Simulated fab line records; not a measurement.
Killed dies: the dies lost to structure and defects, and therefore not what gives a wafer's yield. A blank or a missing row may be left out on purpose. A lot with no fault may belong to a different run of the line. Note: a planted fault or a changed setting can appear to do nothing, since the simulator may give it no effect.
2 desks, one fault / flow sky130 / only its own numbers are on each desk; what lay behind them is given at the end

== AT THE METROLOGY DESK ==
What the gauges read for every lot (on any tool): the sampled wafers with a number, averaged. The brackets show how far a lot's mean lies from the usual mean; more than 4 standard deviations puts the lot out of limits, marked OUT.
Columns: A = LDD_HVP_TW at SKY_LDD_HVP_TW_MEAS_10, usual 458; B = SD_N_RS at SKY_SD_N_RS_MEAS_16, usual 68.61 ohm/sq
lot=L887; first seen here=day 22 02:09; A=459; B=68.65
lot=L888; first seen here=day 22 02:31; A=450; B=68.62
lot=L890; first seen here=day 22 23:40; A=459; B=68.55
lot=L892; first seen here=day 24 00:18; A=458; B=68.58
lot=L896; first seen here=day 25 04:00; A=459; B=68.62
lot=L899; first seen here=day 26 09:32; A=462; B=71.03 (+24) OUT
lot=L903; first seen here=day 27 19:46; A=458; B=68.65
lot=L904; first seen here=day 28 00:01; A=454; B=68.58
lot=L907; first seen here=day 29 01:53; A=460; B=68.66
lot=L908; first seen here=day 29 09:49; A=459; B=68.50
lot=L909; first seen here=day 29 14:39; A=459; B=68.48
This desk reports L899 out of limits; the earliest was L899 at day 32 09:09 (SD_N_RS at SKY_SD_N_RS_MEAS_16). Within limits: L887, L888, L890, L892, L896, L903, L904, L907, L908, L909.

== DESK OF THE TOOL OWNER: implanter-03 ==
The tool's own readings at SKY_SD_N_IMPLANT_09: means of the sampled wafers that have a number, for each lot that ran on this tool. The brackets show how far a lot's mean lies from the usual mean; more than 4 standard deviations puts the lot out of limits, marked OUT.
Columns: A = beam_on_s at SKY_SD_N_IMPLANT_09, usual 18.2 s; B = dose_ions_cm2 at SKY_SD_N_IMPLANT_09, usual 4e+15; C = faraday_current_uA at SKY_SD_N_IMPLANT_09, usual 12067
lot=L888; first seen here=day 28 10:25; A=18.6; B=4e+15; C=11765
lot=L896; first seen here=day 31 06:13; A=19.4; B=4e+15; C=11348
lot=L899; first seen here=day 32 08:28; A=14.3; B=4e+15; C=15294 (+4.5) OUT
lot=L908; first seen here=day 35 05:15; A=18.4; B=4e+15; C=11906
This desk's finding: out of limits on L899; first on L899, day 32 08:28 (faraday_current_uA at SKY_SD_N_IMPLANT_09). Within limits: L888, L896, L908.

== PUT TOGETHER ==
On L899, at day 32 08:28, an alarm was possible from the tool owner's desk.
On L899, the metrology desk was in a position to raise an alarm at day 32 09:09.
All the named lots went through SKY_SD_N_IMPLANT_09 on implanter-03.

== WHAT WAS PUT IN BY THE SIMULATOR ==
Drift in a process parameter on implanter-03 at SKY_SD_N_IMPLANT_09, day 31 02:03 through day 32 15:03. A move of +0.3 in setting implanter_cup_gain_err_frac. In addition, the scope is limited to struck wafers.
Lots struck among those shown: L899.
Time in hours from fault onset to the first out-of-limits reading at each desk: tool owner's desk 30, metrology desk 31.
